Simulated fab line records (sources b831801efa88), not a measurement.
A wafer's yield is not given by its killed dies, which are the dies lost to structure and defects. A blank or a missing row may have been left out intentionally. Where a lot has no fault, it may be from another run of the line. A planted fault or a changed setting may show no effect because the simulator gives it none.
A struck lot beside a sound one || flow sky130 || 19 out of 708 route steps
Sound: these wafers, L934.2, L934.4, L934.6. Struck: wafer L943.4. (L943.3, L943.6 of the same lot were not struck and are left out.) The cause comes at the end.
For every step that has rows: the tool of each side, followed by ch and its chambers, followed by its first start. Under that, the readings that differ: sound wafers || struck wafers || difference of the means || sigmas: that difference in standard deviations of wafers without a fault.
alike: a reading whose means differ by less than 2 such deviations, as well as words and numbers matching on both sides. not compared: withheld readings; readings where some wafer has no value; bounds like >300 that might hide an equal value; numbers whose values overlap and for which the record gives no deviation.
The two part at a step that has a row with sigmas, a row that says differs or no value, or rows on one side only. Numbers that don't overlap but have no deviation are shown without sigmas and don't part them. A reading missing from all wafers of one side parts the sides only when that side holds two or more wafers.

SKY_RES_PROTECT_STRIP_07: strips in O2/N2.
  sound on plasma-asher-03 ch 0,1, day 15 09:54; struck on plasma-asher-01 ch 0, day 18 09:20
  alike: drypump-motor-current-A, oes-product-au, strip-time-to-endpoint-s
  not compared: rf-hours-counter-h
SKY_RES_PROTECT_TW_MEAS_08:
  sound on film-metro-01, day 15 10:01; struck on film-metro-03, day 18 09:26
  alike: POLY_GATE_TW
then, 2 steps without rows for these wafers: SKY_RES_PROTECT_CLEAN_09 (cleans in SC1/SC2, time 150 s); SKY_POLY_GATE_CVD_03 (deposits Si3N4 from DCS/NH3, target thk 75 nm, time 1290 s).
SKY_POLY_GATE_THK_MEAS_04:
  sound on film-metro-04, day 15 14:15; struck on film-metro-01, day 18 12:15
{"reading": "POLY_GATE_CVD_03_THK (nm)", "sound": "74.3 75.1 74.8", "struck": 76.4, "difference": "+1.7", "sigmas": "+2"}
then, 7 steps without rows for these wafers: SKY_POLY_GATE_DEHYDRATE_05 (time 60 s); SKY_POLY_GATE_HMDS_06 (prime time 60 s); SKY_POLY_GATE_COAT_07 (resist thk 110 nm); SKY_POLY_GATE_COAT_08 (resist thk 450 nm); SKY_POLY_GATE_SOFTBAKE_09 (time 90 s); SKY_POLY_GATE_EXPOSE_10 (exposes mask P1M, target cd 150 nm); SKY_POLY_GATE_PEB_11.
SKY_POLY_GATE_DEVELOP_12: develop time 60 s.
  sound on litho-track-04 ch 0, day 16 17:00; struck on litho-track-03 ch 0, day 19 18:00
SKY_POLY_GATE_CD_MEAS_13 targets a cd of 150 nm.
  sound on cd-sem-01, day 16 17:29; struck on cd-sem-01, day 19 18:47
  alike: cd-nm
SKY_POLY_GATE_OVL_MEAS_14:
  sound on overlay-01, day 16 17:35; struck on overlay-02, day 19 18:53
  alike: POLY_GATE_OVL
SKY_POLY_GATE_ETCH_15: etches BARC in N2/H2, stops on SiO2, time 118.5 s, target depth 110 nm.
  sound on rie-diel-02 ch 0,1,3, day 16 17:37; struck on rie-diel-03 ch 2, day 19 18:54
{"reading": "oes-product-au (a.u.)", "sound": "0.721 0.724 0.715", "struck": 0.709, "difference": -0.011, "sigmas": -2}
  alike: drypump-motor-current-A, h2-flow-sccm, throttle-valve-pct
  not compared: rf-hours-counter-h, model.POLY_GATE.cd-nm
SKY_POLY_GATE_ETCH_16: etches Si3N4 in CH3F/O2, stops on poly-Si, time 147.5 s, target depth 75 nm.
  sound on rie-diel-02 ch 0,1,3, day 16 17:42; struck on rie-diel-03 ch 2, day 19 18:59
  alike: drypump-motor-current-A, oes-product-au, throttle-valve-pct
  not compared: rf-hours-counter-h, model.POLY_GATE.cd-nm
SKY_POLY_GATE_ETCH_17: etches poly-Si in HBr/Cl2, stops on SiO2, target depth 180 nm, time 70.5 s.
  sound on rie-si-01 ch 2,3, day 16 17:48; struck on rie-si-02 ch 1, day 19 19:05
{"reading": "drypump-motor-current-A (A)", "sound": "4.9 5.4 4.9", "struck": 6.3, "difference": "+1.2", "sigmas": "+3"}
  alike: mfc-cl2-sccm, oes-product-au, throttle-valve-pct
  not compared: rf-hours-counter-h
after that, 1 step had no rows for these wafers: SKY_PAD_OPEN_PROBE_99.

## WHERE THEY PART
Last at SKY_POLY_GATE_ETCH_17 as far as this record goes, first at SKY_POLY_GATE_THK_MEAS_04.

WHY: what the simulator had put in
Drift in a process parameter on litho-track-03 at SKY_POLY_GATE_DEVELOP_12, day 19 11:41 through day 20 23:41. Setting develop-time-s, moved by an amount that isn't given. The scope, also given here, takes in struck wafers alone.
